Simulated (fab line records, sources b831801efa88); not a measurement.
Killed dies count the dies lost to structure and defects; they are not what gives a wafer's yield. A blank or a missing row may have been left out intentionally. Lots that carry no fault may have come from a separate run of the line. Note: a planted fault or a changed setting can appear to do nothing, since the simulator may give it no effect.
fab line records	flow gf180mcu	part 1 of 2: steps 1 to 27 of 37
record lots=5	wafers=15	lastDay=34
route steps=602 shown M5@539 V5@540 TOP_METAL@567
lots that met no fault: taken from a fault-free run of the same line
startH: the number of hours between the record's first day and the start of the first shown wafer of the lot	waitH: hours from the lot's prior step to this one	" same as the row above	L1.1+2: several wafers, shown together as one row	- no value, or no start was given	* or withheld: withheld	< > ~ a bound
route shown NAME@n: a module of which the file shows steps, and the number in the route of the first	usual: mean/standard deviation taken from wafers without a fault	same: alike in all rows	chamber/n: place in a boat	sites: readings site by site	_std_site: the standard deviation of these	_edge_site: mean of outer sites minus mean of inner sites	radiusMm: how far each site lies from the wafer's centre	mask NAME#n: copy n	behind: tool/chamber where the wafer was last shaped	hold: reason for holding the lot/hours on hold/outcome of the hold	device: the transistor (n, p or np) that didn't switch	end of line: the route-end tests of the same wafers	a step with no rows: only its recipe	killed: not the wafer's yield, but the dies lost to structure and defects at the first sort	map: dies across one wafer; x = killed, . = not, _ = none there
set.NAME: setting as actually run; set.NAME@STEP: the setting as run at that earlier step	model.NAME: the simulator's own value behind a step, which no gauge read
lots at selected steps of the route; one table per step, one row per wafer
services: a tool's chamber out of use, with start hour (startH, from the record's first day; less than 0 if before it), hours out, and reason
## steps
# step GF_M5_CLEAN_13
# recipe chemistry=DIW	dry=n2Spin
lot.wafer	tool	chamber	startH	waitH
L079.1+4+5	wetBench-02	0	652.46	0.0
L081.1+2+6	wetBench-02	1	666.88	0.0
L089.2+3+5	wetBench-04	0	720.29	0.0
L093.2+4+6	wetBench-01	3	743.69	0.0
L095.1+3+5	wetBench-04	3	764.69	0.0
# step GF_V5_CVD_00
# recipe material=SiO2	targetThkNm=300	sigmaOpenFrac=0.3	tempC=400	timeS=50	sih4FlowSccm=60	pressureMtorr=6
# usual susceptorTempC=400.03/0.22
lot.wafer	tool	chamber	startH	waitH	susceptorTempC
L079.1	hdpcvd-01	2	652.55	0.0	399.86
L079.4	"	2	"	"	399.84
L079.5	"	1	"	"	400.08
L081.1	hdpcvd-02	1	666.98	0.0	399.94
L081.2	"	0	"	"	399.91
L081.6	"	1	"	"	400.11
L089.2	hdpcvd-01	0	720.39	0.0	400.13
L089.3	"	1	"	"	400.06
L089.5	"	0	"	"	399.99
L093.2	hdpcvd-02	2	743.79	0.0	399.89
L093.4	"	2	"	"	400.28
L093.6	"	0	"	"	399.97
L095.1	hdpcvd-01	0	764.79	0.0	400.10
L095.3	"	1	"	"	400.31
L095.5	"	2	"	"	399.79
# step GF_V5_THK_MEAS_01
# recipe reads=SiO2_of_V5_CVD_00
# usual V5_CVD_00_THK=299.6/2.6
lot.wafer	tool	chamber	startH	waitH	V5_CVD_00_THK[nm]
L079.1	filmMetro-04	-	652.60	0.0	298.3
L079.4	"	-	"	"	301.8
L079.5	"	-	"	"	295.7
L081.1	filmMetro-04	-	667.02	0.0	299.3
L081.2	"	-	"	"	299.0
L081.6	"	-	"	"	298.5
L089.2	filmMetro-01	-	720.44	0.0	299.7
L089.3	"	-	"	"	296.7
L089.5	"	-	"	"	301.5
L093.2	filmMetro-04	-	743.84	0.0	299.9
L093.4	"	-	"	"	304.1
L093.6	"	-	"	"	303.1
L095.1	filmMetro-03	-	764.83	0.0	297.0
L095.3	"	-	"	"	295.0
L095.5	"	-	"	"	298.0
# step GF_V5_CVD_02
# recipe material=SiO2	targetThkNm=1450	precursor=TEOS	tempC=400	timeS=163.28	rfW=600
# usual heaterPowerW=653/130	susceptorTempC=400.00/0.22
lot.wafer	tool	chamber	startH	waitH	heaterPowerW	sinceWetCleanH	susceptorTempC
L079.1	pecvd-04	2	652.66	0.1	746	478	399.93
L079.4	"	2	"	"	580	-	399.89
L079.5	"	1	"	"	490	-	400.37
L081.1	pecvd-02	1	667.08	0.1	769	701	400.10
L081.2	"	2	"	"	1128	701	400.05
L081.6	"	2	"	"	885	-	400.15
L089.2	pecvd-04	0	720.49	0.0	631	546	399.76
L089.3	"	2	"	"	693	546	399.86
L089.5	"	0	"	"	511	-	399.90
L093.2	pecvd-01	0	743.89	0.0	520	361	400.05
L093.4	"	1	"	"	703	-	400.19
L093.6	"	2	"	"	650	-	399.81
L095.1	pecvd-01	2	764.89	0.1	659	382	400.00
L095.3	"	0	"	"	660	382	399.74
L095.5	"	2	"	"	532	-	399.72
# step GF_V5_THK_MEAS_03
# recipe reads=SiO2_of_V5_CVD_02
# usual V5_CVD_02_THK=1448/18
lot.wafer	tool	chamber	startH	waitH	V5_CVD_02_THK[nm]
L079.1	filmMetro-03	-	652.76	0.1	1417
L079.4	"	-	"	"	1443
L079.5	"	-	"	"	1444
L081.1	filmMetro-03	-	667.19	0.1	1456
L081.2	"	-	"	"	1452
L081.6	"	-	"	"	1468
L089.2	filmMetro-03	-	720.61	0.1	1430
L089.3	"	-	"	"	1400
L089.5	"	-	"	"	1424
L093.2	filmMetro-01	-	744.01	0.1	1439
L093.4	"	-	"	"	1433
L093.6	"	-	"	"	1444
L095.1	filmMetro-04	-	765.00	0.1	1446
L095.3	"	-	"	"	1455
L095.5	"	-	"	"	1455
# step GF_V5_CMP_04
# recipe material=SiO2	downForcePsi=4	platenRpm=60	padVelocityMS=0.94248
# usual motorCurrentA=12.4/0.84	platenRpm=60.00/0.042
lot.wafer	tool	chamber	startH	waitH	motorCurrentA	platenRpm
L079.1	cmp-01	2	652.82	0.1	12.1	59.97
L079.4	"	0	"	"	13.2	59.98
L079.5	"	3	"	"	11.1	60.01
L081.2	cmp-02	0	667.30	0.1	11.6	60.07
L081.1	"	1	"	"	13.3	59.99
L081.6	"	3	"	"	12.4	60.03
L089.2	cmp-01	3	720.66	0.0	11.0	59.97
L089.3	"	0	"	"	12.3	60.02
L089.5	"	0	"	"	13.5	60.01
L093.4	cmp-01	2	744.06	0.0	11.4	59.99
L093.2	"	3	"	"	11.4	60.08
L093.6	"	3	"	"	11.3	60.01
L095.1	cmp-02	1	765.15	0.1	13.8	59.96
L095.3	"	3	"	"	12.2	60.07
L095.5	"	1	"	"	13.6	59.96
# step GF_V5_BOW_MEAS_05
# recipe mode=bow
# usual V5_BOW=131/9.7
lot.wafer	tool	chamber	startH	waitH	V5_BOW[um]
L079.1	filmMetro-04	-	653.12	0.2	133
L079.4	"	-	"	"	122
L079.5	"	-	"	"	126
L081.1	filmMetro-01	-	667.55	0.1	128
L081.2	"	-	"	"	126
L081.6	"	-	"	"	123
L089.2	filmMetro-01	-	720.98	0.3	120
L089.3	"	-	"	"	117
L089.5	"	-	"	"	127
L093.2	filmMetro-04	-	744.38	0.2	127
L093.4	"	-	"	"	134
L093.6	"	-	"	"	129
L095.1	filmMetro-04	-	765.45	0.2	121
L095.3	"	-	"	"	144
L095.5	"	-	"	"	138
# step GF_V5_DEHYDRATE_06
# recipe tempC=200	timeS=60
lot.wafer	tool	chamber	startH	waitH
L079.1+4+5	lithoTrack-03	0	662.31	9.2
L081.1+2+6	lithoTrack-04	0	676.20	8.6
L089.2+3+5	lithoTrack-03	0	729.04	8.0
L093.2+4+6	lithoTrack-04	0	751.92	7.5
L095.1+3+5	lithoTrack-04	0	772.80	7.3
# step GF_V5_HMDS_07
# recipe primeTimeS=60	primeTempC=120
lot.wafer	tool	chamber	startH	waitH
L079.1+4+5	lithoTrack-03	0	662.46	0.1
L081.1+2+6	lithoTrack-04	0	676.35	0.1
L089.2+3+5	lithoTrack-03	0	729.19	0.1
L093.2+4+6	lithoTrack-04	0	752.07	0.1
L095.1+3+5	lithoTrack-04	0	772.95	0.1
# step GF_V5_COAT_08
# recipe resist=BARC	tempC=withheld	timeS=withheld	spinRpm=withheld	resistThkNm=withheld
# usual dispensePressureKPa=51.7/2.4
lot.wafer	tool	chamber	startH	waitH	dispensePressureKPa
L079.1	lithoTrack-03	0	662.61	0.1	51.6
L079.4	"	0	"	"	51.6
L079.5	"	0	"	"	51.6
L081.1	lithoTrack-04	0	676.50	0.1	47.8
L081.2	"	0	"	"	47.7
L081.6	"	0	"	"	47.7
L089.2	lithoTrack-03	0	729.34	0.1	51.6
L089.3	"	0	"	"	51.6
L089.5	"	0	"	"	51.6
L093.2	lithoTrack-04	0	752.22	0.1	47.7
L093.4	"	0	"	"	47.7
L093.6	"	0	"	"	47.7
L095.1	lithoTrack-04	0	773.10	0.1	47.7
L095.3	"	0	"	"	47.7
L095.5	"	0	"	"	47.8
# step GF_V5_COAT_09
# recipe resist=KrF	spinRpm=withheld	resistThkNm=1000
# usual dispensePressureKPa=51.7/2.4
lot.wafer	tool	chamber	startH	waitH	dispensePressureKPa
L079.1	lithoTrack-03	0	-	-	51.6
L079.4	"	0	"	"	51.6
L079.5	"	0	"	"	51.6
L081.1	lithoTrack-04	0	-	-	47.7
L081.2	"	0	"	"	47.7
L081.6	"	0	"	"	47.7
L089.2	lithoTrack-03	0	-	-	51.6
L089.3	"	0	"	"	51.6
L089.5	"	0	"	"	51.6
L093.2	lithoTrack-04	0	-	-	47.7
L093.4	"	0	"	"	47.8
L093.6	"	0	"	"	47.7
L095.1	lithoTrack-04	0	-	-	47.8
L095.3	"	0	"	"	47.7
L095.5	"	0	"	"	47.8
# step GF_V5_SOFTBAKE_10
# recipe tempC=130	timeS=60	resist=KrF
lot.wafer	tool	chamber	startH	waitH
L079.1+4+5	lithoTrack-03	0	-	-
L081.1+2+6	lithoTrack-04	0	-	-
L089.2+3+5	lithoTrack-03	0	-	-
L093.2+4+6	lithoTrack-04	0	-	-
L095.1+3+5	lithoTrack-04	0	-	-
# step GF_V5_EXPOSE_11
# recipe maskId=Via5	targetCdNm=260	na=0.68	sourceShape=conventional	sigmaOuter=0.6	doseMj=38
# usual reticleTempC=23.02/0.094
# same sigmaOuter=0.6
lot.wafer	tool	chamber	startH	waitH	mask	reticleTempC
L079.1	krfScanner-02	0	-	-	Via5#0	22.92
L079.4	"	0	"	"	Via5#0	22.97
L079.5	"	0	"	"	Via5#0	22.95
L081.1	krfScanner-01	0	-	-	Via5#0	23.02
L081.2	"	0	"	"	Via5#0	22.95
L081.6	"	0	"	"	Via5#0	23.08
L089.2	krfScanner-01	0	-	-	Via5#0	23.10
L089.3	"	0	"	"	Via5#0	23.04
L089.5	"	0	"	"	Via5#0	23.10
L093.2	krfScanner-02	0	-	-	Via5#0	23.06
L093.4	"	0	"	"	Via5#0	22.96
L093.6	"	0	"	"	Via5#0	22.98
L095.1	krfScanner-02	0	-	-	Via5#0	23.00
L095.3	"	0	"	"	Via5#0	22.99
L095.5	"	0	"	"	Via5#0	22.97
# step GF_V5_PEB_12
# recipe pebTempC=135	pebTimeS=91.18	resist=KrF
# usual plateSensorTCentreC=136.13/0.0094	plateSensorTEdgeC=136.29/0.01
lot.wafer	tool	chamber	startH	waitH	plateSensorTCentreC	plateSensorTEdgeC
L079.1	lithoTrack-04	0	-	-	136.13	136.3
L079.4	"	0	"	"	136.13	136.28
L079.5	"	0	"	"	136.13	136.29
L081.1	lithoTrack-02	0	-	-	136.13	136.31
L081.2	"	0	"	"	136.14	136.3
L081.6	"	0	"	"	136.12	136.3
L089.2	lithoTrack-02	0	-	-	136.14	136.29
L089.3	"	0	"	"	136.13	136.29
L089.5	"	0	"	"	136.14	136.28
L093.2	lithoTrack-02	0	-	-	136.12	136.3
L093.4	"	0	"	"	136.11	136.29
L093.6	"	0	"	"	136.12	136.31
L095.1	lithoTrack-02	0	-	-	136.13	136.31
L095.3	"	0	"	"	136.12	136.3
L095.5	"	0	"	"	136.13	136.3
# step GF_V5_DEVELOP_13
# recipe developTimeS=60	resist=KrF	devTempC=21
lot.wafer	tool	chamber	startH	waitH
L079.1+4+5	lithoTrack-04	0	672.65	0.2
L081.1+2+6	lithoTrack-02	0	686.47	0.2
L089.2+3+5	lithoTrack-02	0	738.19	0.2
L093.2+4+6	lithoTrack-02	0	760.59	0.2
L095.1+3+5	lithoTrack-02	0	781.32	0.2
# step GF_V5_CD_MEAS_14
# recipe targetCdNm=260
# usual cdNm=260.2/1.2
lot.wafer	tool	chamber	startH	waitH	cdNm
L079.1	cdSem-01	-	672.80	0.1	258.4
L079.4	"	-	"	"	257.5
L079.5	"	-	"	"	258.3
L081.1	cdSem-01	-	686.67	0.2	260.7
L081.2	"	-	"	"	261.9
L081.6	"	-	"	"	261.8
L089.2	cdSem-01	-	738.34	0.1	259.6
L089.3	"	-	"	"	257.7
L089.5	"	-	"	"	257.7
L093.2	cdSem-01	-	760.74	0.1	261.0
L093.4	"	-	"	"	260.8
L093.6	"	-	"	"	260.0
L095.1	cdSem-01	-	781.47	0.1	261.2
L095.3	"	-	"	"	261.9
L095.5	"	-	"	"	260.8
# step GF_V5_OVL_MEAS_15
# usual V5_OVL=2/6.2
lot.wafer	tool	chamber	startH	waitH	V5_OVL[nm]
L079.1	overlay-02	-	672.92	0.1	-3
L079.4	"	-	"	"	2
L079.5	"	-	"	"	-5
L081.1	overlay-02	-	686.79	0.1	10
L081.2	"	-	"	"	6
L081.6	"	-	"	"	9
L089.2	overlay-02	-	738.44	0.1	11
L089.3	"	-	"	"	4
L089.5	"	-	"	"	4
L093.2	overlay-01	-	760.84	0.1	8
L093.4	"	-	"	"	1
L093.6	"	-	"	"	-5
L095.1	overlay-02	-	781.59	0.1	-5
L095.3	"	-	"	"	-5
L095.5	"	-	"	"	-6
# step GF_V5_ETCH_16
# recipe chemistry=N2/H2	targetDepthA=withheld	overetchA=withheld	timeS=withheld	target=BARC	ionEnergyEv=200	sourceW=500	biasW=100	pressureMtorr=30	n2FlowSccm=100	h2FlowSccm=200
# usual drypumpMotorCurrentA=5.8/0.54	oesProductAu=0.855/0.0045	throttleValvePct=13.225/0.0089
lot.wafer	tool	chamber	startH	waitH	drypumpMotorCurrentA	oesProductAu	throttleValvePct
L079.1	rieDiel-01	2	672.95	0.0	6.2	0.851	13.233
L079.4	"	0	"	"	6.4	0.856	13.213
L079.5	"	2	"	"	6.3	0.849	13.230
L081.1	rieDiel-01	3	686.82	0.0	6.0	0.860	13.219
L081.2	"	2	"	"	6.2	0.856	13.232
L081.6	"	0	"	"	6.3	0.851	13.240
L089.2	rieDiel-03	3	738.47	0.0	6.1	0.852	13.211
L089.3	"	0	"	"	5.4	0.860	13.225
L089.5	"	0	"	"	5.4	0.851	13.236
L093.2	rieDiel-03	0	760.87	0.0	5.4	0.856	13.223
L093.4	"	1	"	"	6.7	0.857	13.219
L093.6	"	2	"	"	6.2	0.860	13.212
L095.1	rieDiel-02	1	781.62	0.0	6.2	0.861	13.225
L095.3	"	3	"	"	5.2	0.855	13.228
L095.5	"	2	"	"	5.2	0.854	13.237
# step GF_V5_ETCH_17
# recipe chemistry=C4F8/O2/Ar	maskMaterial=KrF	target=SiO2	stopOn=TiN	sourceW=1500	biasW=1200	pressureMtorr=40	c4f8FlowSccm=withheld	O2_flow_sccm=6	Ar_flow_sccm=300	timeS=withheld	targetDepthA=8550
# usual oesProductAu=0.860/0.0044
lot.wafer	tool	chamber	startH	waitH	oesProductAu
L079.1	rieDiel-01	2	-	-	0.854
L079.4	"	0	"	"	0.855
L079.5	"	2	"	"	0.854
L081.1	rieDiel-01	3	-	-	0.857
L081.2	"	2	"	"	0.863
L081.6	"	0	"	"	0.868
L089.2	rieDiel-03	3	-	-	0.866
L089.3	"	0	"	"	0.858
L089.5	"	0	"	"	0.862
L093.2	rieDiel-03	0	-	-	0.865
L093.4	"	1	"	"	0.858
L093.6	"	2	"	"	0.867
L095.1	rieDiel-02	1	-	-	0.869
L095.3	"	3	"	"	0.859
L095.5	"	2	"	"	0.867
# step GF_V5_STRIP_18
# recipe chemistry=O2/N2	powerW=1400	pressureMtorr=1500	platenTempC=250	o2FlowSccm=3000	n2FlowSccm=300	overashFraction=0.5
# usual drypumpMotorCurrentA=5.8/0.4	heaterPowerW=361/39	oesProductAu=0.568/0.0051
lot.wafer	tool	chamber	startH	waitH	drypumpMotorCurrentA	heaterPowerW	oesProductAu	rfHoursCounterH
L079.1	plasmaAsher-02	0	673.11	-	5.9	367	0.569	27
L079.4	"	1	"	"	6.3	397	0.568	-
L079.5	"	0	"	"	5.9	377	0.577	-
L081.1	plasmaAsher-03	0	686.98	-	6.1	362	0.569	100
L081.2	"	1	"	"	5.9	318	0.568	100
L081.6	"	0	"	"	6.1	364	0.568	-
L089.2	plasmaAsher-02	1	738.62	-	6.3	413	0.572	32
L089.3	"	1	"	"	6.3	405	0.565	-
L089.5	"	1	"	"	6.3	400	0.571	-
L093.2	plasmaAsher-02	0	761.02	-	5.9	374	0.570	34
L093.4	"	0	"	"	5.9	371	0.570	-
L093.6	"	1	"	"	6.3	405	0.566	-
L095.1	plasmaAsher-02	1	781.77	-	6.3	407	0.568	36
L095.3	"	1	"	"	6.2	411	0.567	-
L095.5	"	1	"	"	6.3	414	0.575	-
# step GF_V5_STRIP_19
# recipe chemistry=postEtchResidueRemover	timeS=1200	tempC=72.5
lot.wafer	tool	chamber	startH	waitH
L079.1+4+5	wetBench-01	0	673.21	0.1
L081.1+2+6	wetBench-03	0	687.08	0.1
L089.2+3+5	wetBench-03	2	738.72	0.1
L093.2+4+6	wetBench-04	1	761.12	0.1
L095.1+3+5	wetBench-03	1	781.87	0.1
# step GF_V5_CLEAN_20
# recipe chemistry=DIW	dry=n2Spin
lot.wafer	tool	chamber	startH	waitH
L079.1+4+5	wetBench-03	1	673.58	0.0
L081.1+2+6	wetBench-04	0	687.42	0.0
L089.2+3+5	wetBench-04	3	739.07	0.0
L093.2+4+6	wetBench-01	1	761.47	0.0
L095.1+3+5	wetBench-04	2	782.22	0.0
# step GF_V5_SPUTTER_21
# recipe material=Ti	targetThkNm=15	chamberPressurePa=5	powerW=2500	substrateTempC=200	timeS=80.02
# usual throttleValvePct=30.3/1
lot.wafer	tool	chamber	startH	waitH	throttleValvePct
L079.1	pvdSputter-02	-	673.69	0.0	28.1
L079.4	"	-	"	"	30.4
L079.5	"	-	"	"	30.6
L081.1	pvdSputter-04	-	687.51	0.0	30.9
L081.2	"	-	"	"	30.8
L081.6	"	-	"	"	30.6
L089.2	pvdSputter-04	-	739.16	0.0	30.6
L089.3	"	-	"	"	30.8
L089.5	"	-	"	"	30.7
L093.2	pvdSputter-04	-	761.57	0.0	31.0
L093.4	"	-	"	"	31.0
L093.6	"	-	"	"	31.2
L095.1	pvdSputter-02	-	782.31	0.0	28.0
L095.3	"	-	"	"	30.6
L095.5	"	-	"	"	28.4
# step GF_V5_SPUTTER_22
# recipe material=TiN	targetThkNm=10	chamberPressurePa=5	powerW=4000	timeS=40
# usual throttleValvePct=30.2/1
lot.wafer	tool	chamber	startH	waitH	throttleValvePct
L079.1	pvdSputter-02	-	673.75	0.0	28.1
L079.4	"	-	"	"	30.4
L079.5	"	-	"	"	30.5
L081.1	pvdSputter-04	-	687.57	0.0	31.2
L081.2	"	-	"	"	30.5
L081.6	"	-	"	"	30.7
L089.2	pvdSputter-04	-	739.22	0.0	30.8
L089.3	"	-	"	"	31.1
L089.5	"	-	"	"	30.6
L093.2	pvdSputter-04	-	761.64	0.0	31.2
L093.4	"	-	"	"	31.1
L093.6	"	-	"	"	31.0
L095.1	pvdSputter-02	-	782.37	0.0	28.3
L095.3	"	-	"	"	30.3
L095.5	"	-	"	"	28.2
# step GF_V5_CVD_23
# recipe material=W	targetThkNm=350	timeS=104.9	tempC=400	pressureTorr=40
# usual chamberPressureTorr=40.00/0.08	heaterPowerW=968/130	susceptorTempC=399.97/0.23
lot.wafer	tool	chamber	startH	waitH	chamberPressureTorr	heaterPowerW	sinceWetCleanH	susceptorTempC
L079.1	cvdW-01	0	673.79	0.0	39.92	1125	770	400.25
L079.4	"	0	"	"	40.02	1074	-	400.26
L079.5	"	0	"	"	39.89	1068	-	400.50
L081.1	cvdW-01	0	687.61	0.0	40.04	1072	784	400.12
L081.2	"	1	"	"	40.02	1009	784	400.10
L081.6	"	0	"	"	40.09	1083	-	400.35
L089.2	cvdW-01	1	739.26	0.0	39.92	1007	835	399.91
L089.3	"	0	"	"	39.97	1090	-	399.73
L089.5	"	1	"	"	39.99	984	-	400.25
L093.2	cvdW-01	0	761.67	0.0	39.96	1086	858	400.23
L093.4	"	0	"	"	39.92	1067	-	400.27
L093.6	"	0	"	"	39.88	1075	-	400.61
L095.1	cvdW-01	0	782.41	0.0	39.89	1027	878	399.87
L095.3	"	0	"	"	39.91	1056	-	400.08
L095.5	"	1	"	"	40.05	1015	-	399.81
# step GF_V5_RS_MEAS_24
# recipe thkMeasGauge=four-point-probe	reads=W_of_V5_CVD_23+TiN_of_V5_SPUTTER_22+Ti_of_V5_SPUTTER_21
# usual V5_W_RS=0.3270/0.0027
lot.wafer	tool	chamber	startH	waitH	V5_W_RS[ohm/sq]
L079.1	filmMetro-04	-	673.90	0.1	0.3266
L079.4	"	-	"	"	0.3272
L079.5	"	-	"	"	0.3262
L081.1	filmMetro-01	-	687.72	0.1	0.3268
L081.2	"	-	"	"	0.3279
L081.6	"	-	"	"	0.3267
L089.2	filmMetro-04	-	739.39	0.1	0.3280
L089.3	"	-	"	"	0.3263
L089.5	"	-	"	"	0.3293
L093.2	filmMetro-01	-	761.81	0.1	0.3285
L093.4	"	-	"	"	0.3250
L093.6	"	-	"	"	0.3248
L095.1	filmMetro-01	-	782.52	0.1	0.3279
L095.3	"	-	"	"	0.3251
L095.5	"	-	"	"	0.3289
# step GF_V5_THK_MEAS_25
# recipe thkMeasGauge=xrf	reads=W_of_V5_CVD_23
# usual V5_W_THK=350/5.3
lot.wafer	tool	chamber	startH	waitH	V5_W_THK[nm]
L079.1	filmMetro-04	-	674.02	0.1	353
L079.4	"	-	"	"	352
L079.5	"	-	"	"	355
L081.1	filmMetro-01	-	687.84	0.1	349
L081.2	"	-	"	"	348
L081.6	"	-	"	"	352
L089.2	filmMetro-04	-	739.50	0.1	354
L089.3	"	-	"	"	355
L089.5	"	-	"	"	353
L093.2	filmMetro-01	-	761.92	0.1	346
L093.4	"	-	"	"	349
L093.6	"	-	"	"	348
L095.1	filmMetro-01	-	782.64	0.1	345
L095.3	"	-	"	"	349
L095.5	"	-	"	"	344
